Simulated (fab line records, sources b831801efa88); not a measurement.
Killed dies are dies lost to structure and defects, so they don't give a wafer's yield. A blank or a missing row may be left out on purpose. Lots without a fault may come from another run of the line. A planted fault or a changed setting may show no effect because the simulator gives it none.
One fault seen from 2 desks | flow gf180mcu | each desk has only its own numbers; what lay behind them comes last

THE TOOL OWNER'S DESK: rie_diel-04
The tool's own readings at GF_SAB_ETCH_11 (etches SiO2 in C4F8/O2/Ar, target depth 55 nm, time 8.5 s): means of the sampled wafers that have a number, for each lot that ran on this tool. A lot is out of limits, marked OUT, if its mean lies more than 4 standard deviations from the usual mean; the brackets give that distance.
Columns: A = oes_product_au at GF_SAB_ETCH_11, usual 1.002 a.u.
lot  | first seen here | A
L683 | day 17 19:53    | 0.992
L686 | day 19 07:14    | 1.009
L696 | day 22 14:21    | 1.004
This desk's finding: nothing out of limits on any of the 3 lots.

THE METROLOGY DESK
What the gauges read, lot by lot, whatever tool the lot ran on: means of the sampled wafers that have a number. A lot is out of limits, marked OUT, if its mean lies more than 4 standard deviations from the usual mean; the brackets give that distance.
Columns: A = PSD_RS at GF_PSD_RS_MEAS_15, usual 108.40 ohm/sq; B = SAB_CVD_00_THK at GF_SAB_THK_MEAS_01, usual 50.0 nm; C = cd_nm at GF_SAB_CD_MEAS_09, usual 420.5 nm; D = SAB_OVL at GF_SAB_OVL_MEAS_10, usual -0.1 nm
lot  | first seen here | A      | B    | C     | D
L683 | day 16 21:16    | 108.54 | 49.6 | 414.5 | 2.1
L686 | day 18 07:15    | 108.57 | 49.8 | 420.5 | -1.3
L687 | day 18 14:38    | 108.50 | 49.8 | 424.1 | -0.9
L692 | day 20 07:14    | 108.17 | 48.9 | 420.3 | 0.7
L696 | day 21 14:53    | 108.83 | 50.6 | 417.8 | 2.4
L698 | day 21 23:31    | 108.75 | 50.9 | 419.5 | 0.6
This desk's finding: nothing out of limits on any of the 6 lots.

PUT TOGETHER
The tool owner's desk saw nothing out of limits.
The metrology desk saw nothing out of limits.

WHAT THE SIMULATOR HAD PUT IN
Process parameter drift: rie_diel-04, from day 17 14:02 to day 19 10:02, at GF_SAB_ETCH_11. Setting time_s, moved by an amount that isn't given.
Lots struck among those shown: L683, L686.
